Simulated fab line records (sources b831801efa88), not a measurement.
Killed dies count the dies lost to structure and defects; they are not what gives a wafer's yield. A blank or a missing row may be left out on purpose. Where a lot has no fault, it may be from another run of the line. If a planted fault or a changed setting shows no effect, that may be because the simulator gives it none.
The tool behind it: which one? | flow gf180mcu | route of 602 steps, sampled at 1 step: 10 lots, 30 wafers

## WHAT EACH GAUGE READ, for each wafer
GF_V5_THK_MEAS_03. Usual: V5_CVD_02_THK gives 1443 nm (standard deviation 19).
lot  | measured     | on            | V5_CVD_02_THK (nm) | flag
L522 | day 26 10:29 | film metro-04 | 1427 1468 1473     |
L523 | day 26 17:23 | film metro-04 | 1446 1448 1477     |
L524 | day 26 19:47 | film metro-02 | 1478 1463 1483     |
L525 | day 27 03:26 | film metro-04 | 1429 1447 1456     |
L527 | day 28 12:28 | film metro-04 | 1450 1440 1456     |
L531 | day 29 12:20 | film metro-04 | 1402 1437 1435     |
L533 | day 29 16:07 | film metro-02 | 1411 1416 1450     |
L537 | day 31 07:04 | film metro-03 | 1431 1406 1443     |
L543 | day 32 19:14 | film metro-03 | 1409 1446 1443     |
L545 | day 32 22:50 | film metro-04 | 1424 1446 1438     |

## EACH LOT AND THE TOOL THAT RAN IT (in order: tool; ch and the chambers of the sampled wafers; start)
Before these readings, the record contains no process step.

## AS READ BY THE TOOLS THEMSELVES (means over the sampled wafers that have a number; for cases with no such wafer, the mark the record gives instead)
The record holds no such reading with a usual standard deviation.

## THE ANSWER, worked out from the rows above alone
Rule: a lot is off if the mean of its wafers that have a number lies more than 3 standard deviations from the usual mean. A lot without any number at a reading at which 4 lots or more have one is off too. Where the step has rows for the other lots, those lots are counted as sound. Order of review: gauges by route order, followed by the tools' own readings, for which a lot's mean as printed above is used. At the first step where some lot is off, the reading lying furthest off is the one used; lots without a number count as furthest.
No lot is off at any reading shown: from this, nothing can be told.

## WHAT WAS PUT IN BY THE SIMULATOR
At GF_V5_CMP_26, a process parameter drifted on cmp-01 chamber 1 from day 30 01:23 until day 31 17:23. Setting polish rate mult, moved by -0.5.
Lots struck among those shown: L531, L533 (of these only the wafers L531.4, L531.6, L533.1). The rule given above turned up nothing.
